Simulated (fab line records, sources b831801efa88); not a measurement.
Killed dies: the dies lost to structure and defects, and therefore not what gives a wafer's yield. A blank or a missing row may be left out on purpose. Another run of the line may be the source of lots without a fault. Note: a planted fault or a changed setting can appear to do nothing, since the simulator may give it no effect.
Matching of chambers + flow gf180mcu + GF_V4_CMP_04 on cmp-01 has 4 sister chambers
The step polishes SiO2. 15 wafers are shown with their chamber, then 7 later ones without.

== WAFERS WITH THEIR CHAMBER ==
| wafer  | chamber | motorCurrentA (A) | timeToEndpointS (s) |
|--------|---------|-------------------|---------------------|
| L643.1 | 0       | 10.2              | 74                  |
| L643.2 | 3       | 10.6              | 73                  |
| L643.6 | 0       | 10.3              | 77                  |
| L645.2 | 1       | 11.0              | 90                  |
| L645.3 | 0       | 10.5              | 81                  |
| L645.5 | 2       | 11.9              | 82                  |
| L646.2 | 3       | 11.2              | 82                  |
| L646.3 | 0       | 9.8               | 77                  |
| L646.6 | 1       | 11.1              | 85                  |
| L648.2 | 3       | 11.1              | 75                  |
| L648.3 | 0       | 10.4              | 76                  |
| L648.6 | 1       | 11.1              | 82                  |
| L651.2 | 0       | 10.5              | 74                  |
| L651.3 | 1       | 11.3              | 78                  |
| L651.5 | 3       | 11.2              | 79                  |

SIGNATURES, as means of the wafers listed above
| reading         | chamber 0 | chamber 1 | chamber 2 | chamber 3 | scatter within a chamber |
|-----------------|-----------|-----------|-----------|-----------|--------------------------|
| motorCurrentA   | 10.283    | 11.125    | 11.900    | 11.025    | 0.242                    |
| timeToEndpointS | 76.50     | 83.75     | 82.00     | 77.25     | 3.8                      |
Rule: distance of a wafer from a chamber = root of the sum over the readings of ((wafer's reading minus chamber's mean) / reading's scatter) squared. If the next closest chamber is less than 2 further off than the closest, the wafer can't be placed; otherwise it belongs to the closest. How the scatter is found: for the shown wafers, subtract from each reading the mean of its chamber, square and add these, divide the total by (wafers less chambers), then take the root.

== WAFERS WITH NO CHAMBER GIVEN ==
| wafer  | motorCurrentA (A) | timeToEndpointS (s) |
|--------|-------------------|---------------------|
| L652.1 | 10.1              | 78                  |
| L652.2 | 11.2              | 86                  |
| L652.3 | 11.7              | 83                  |
| L656.5 | 11.0              | 94                  |
| L663.1 | 9.9               | 81                  |
| L663.2 | 11.1              | 82                  |
| L663.3 | 10.7              | 84                  |

== WHICH CHAMBER EACH ONE RAN IN ==
| wafer  | from the rows above          | in truth |
|--------|------------------------------|----------|
| L652.1 | 0                            | 0        |
| L652.2 | can't be placed: 1 or 3      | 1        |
| L652.3 | can't be placed: 2 or 1      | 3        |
| L656.5 | can't be placed: 1 or 3      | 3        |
| L663.1 | 0                            | 0        |
| L663.2 | can't be placed: 1 or 3      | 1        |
| L663.3 | can't be placed: 1 or 3 or 0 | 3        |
Correct placement for 2 of the 7. These rows do not allow placing 5 (true chamber among the candidates in 4). Placed wrongly: 0.
